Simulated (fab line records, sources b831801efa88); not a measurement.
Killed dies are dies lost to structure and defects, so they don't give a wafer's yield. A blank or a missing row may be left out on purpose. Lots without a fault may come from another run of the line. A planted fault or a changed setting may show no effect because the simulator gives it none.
A struck lot beside a sound one | flow gf180mcu | 19 steps out of a route of 602
Sound: wafers L541.2, L541.3, L541.4. Struck: wafers L545.4, L545.5. (L545.3 of the same lot was not struck and is left out.) The cause comes at the end.
At each step with rows: each side's tool, then ch and its chambers, then its first start. Under that, the readings that differ: sound wafers | struck wafers | difference of the means | sigmas: that difference in standard deviations of wafers without a fault.
alike: readings whose means differ by less than 2 such deviations, and words and numbers that are the same on both sides. not compared: withheld readings, readings that some wafer has no value for, bounds like >300 that may hide the same value, and numbers for which the record gives no deviation and whose values overlap.
The two part at a step that has a row with sigmas, a row that says differs or no value, or rows on one side only. Numbers that don't overlap but have no deviation are shown without sigmas and don't part them. A reading that every wafer of one side lacks parts them only if that side has two wafers or more.

GF_V5_CMP_26: polishes, stops on SiO2, t overpolish 15 s, target thk 0 nm.
  sound on cmp-01 ch 0,1,3, day 29 06:54; struck on cmp-01 ch 0,2, day 30 08:03
  alike: motor_current_A, overpolish_run_s, slurry_filter_dp_kPa, time_to_endpoint_s
GF_TOP_METAL_SPUTTER_00: material Ti, target thk 37.5 nm, time 150 s.
  sound on pvd_sputter-02, day 29 07:09; struck on pvd_sputter-04, day 30 08:15
  alike: throttle_valve_pct
then, 1 step without rows for these wafers: GF_TOP_METAL_SPUTTER_01 (material TiN, target thk 30 nm, time 25 s).
GF_TOP_METAL_SPUTTER_02: material AlCu, target thk 900 nm, time 47.82 s.
  sound on pvd_sputter-02, day 29 07:17; struck on pvd_sputter-04, day 30 08:23
  alike: throttle_valve_pct
GF_TOP_METAL_SPUTTER_03: material Ti, target thk 5 nm, time 3.3 s.
  sound on pvd_sputter-02, day 29 07:19; struck on pvd_sputter-04, day 30 08:25
  alike: throttle_valve_pct
then, 1 step without rows for these wafers: GF_TOP_METAL_SPUTTER_04 (material TiN, target thk 25 nm, time 20.8 s).
GF_TOP_METAL_RS_MEAS_05: measures by four-point-probe.
  sound on film_metro-02, day 29 07:23; struck on film_metro-02, day 30 08:31
  alike: TOP_METAL_ALCU_RS
GF_TOP_METAL_THK_MEAS_06: measures by xrf.
  sound on film_metro-02, day 29 07:30; struck on film_metro-02, day 30 08:37
  alike: TOP_METAL_ALCU_THK
then, 4 steps without rows for these wafers: GF_TOP_METAL_DEHYDRATE_07 (time 60 s); GF_TOP_METAL_HMDS_08 (prime time 60 s); GF_TOP_METAL_COAT_09 (resist thk 1500 nm); GF_TOP_METAL_SOFTBAKE_10 (time 60 s).
GF_TOP_METAL_EXPOSE_11: exposes mask MetalTop, target cd 440 nm.
  sound on iline_stepper-02 ch 0, day 29 17:02; struck on iline_stepper-02 ch 0, day 30 17:43
  alike: mask
then, 1 step without rows for these wafers: GF_TOP_METAL_PEB_12.
GF_TOP_METAL_DEVELOP_13: develop time 58.92 s.
  sound on litho_track-01 ch 0, day 30 02:11; struck on litho_track-01 ch 0, day 31 02:46
  reading                    | sound             | struck      | difference | sigmas
  model.TOP_METAL.cd_nm (nm) | 437.9 439.8 439.4 | 317.7 319.3 | -120.5     |
GF_TOP_METAL_CD_MEAS_14: target cd 440 nm.
  sound on cd_sem-01, day 30 02:20; struck on cd_sem-01, day 31 02:55
  reading    | sound             | struck      | difference | sigmas
  cd_nm (nm) | 437.8 439.7 439.7 | 317.3 319.6 | -120.6     | -52
GF_TOP_METAL_OVL_MEAS_15:
  sound on overlay-01, day 30 02:26; struck on overlay-02, day 31 03:00
  alike: TOP_METAL_OVL
GF_TOP_METAL_METAL_ETCH_16: etches the open film in Cl2/BCl3, stops on SiO2, target depth 1077.5 nm, time 179.6 s.
  sound on rie_metal-03 ch 0,1, day 30 02:28; struck on rie_metal-04 ch 0,1, day 31 03:05
  reading                    | sound             | struck      | difference | sigmas
  model.TOP_METAL.cd_nm (nm) | 436.5 435.7 439.1 | 324.9 313.5 | -117.9     |
  alike: bcl3_flow_sccm, drypump_motor_current_A, oes_product_au, throttle_valve_pct
  not compared: rf_hours_counter_h
GF_TOP_METAL_STRIP_17: strips in O2/N2.
  sound on plasma_asher-04 ch 0,1, day 30 02:39; struck on plasma_asher-04 ch 1, day 31 03:14
  alike: drypump_motor_current_A, heater_power_w, oes_product_au, strip_time_to_endpoint_s
  not compared: rf_hours_counter_h

WHERE THEY PART
Only at GF_TOP_METAL_CD_MEAS_14, within this record. Later steps at which nothing parts them and some readings are alike: GF_TOP_METAL_OVL_MEAS_15, GF_TOP_METAL_METAL_ETCH_16, GF_TOP_METAL_STRIP_17.

WHY: what the simulator had put in
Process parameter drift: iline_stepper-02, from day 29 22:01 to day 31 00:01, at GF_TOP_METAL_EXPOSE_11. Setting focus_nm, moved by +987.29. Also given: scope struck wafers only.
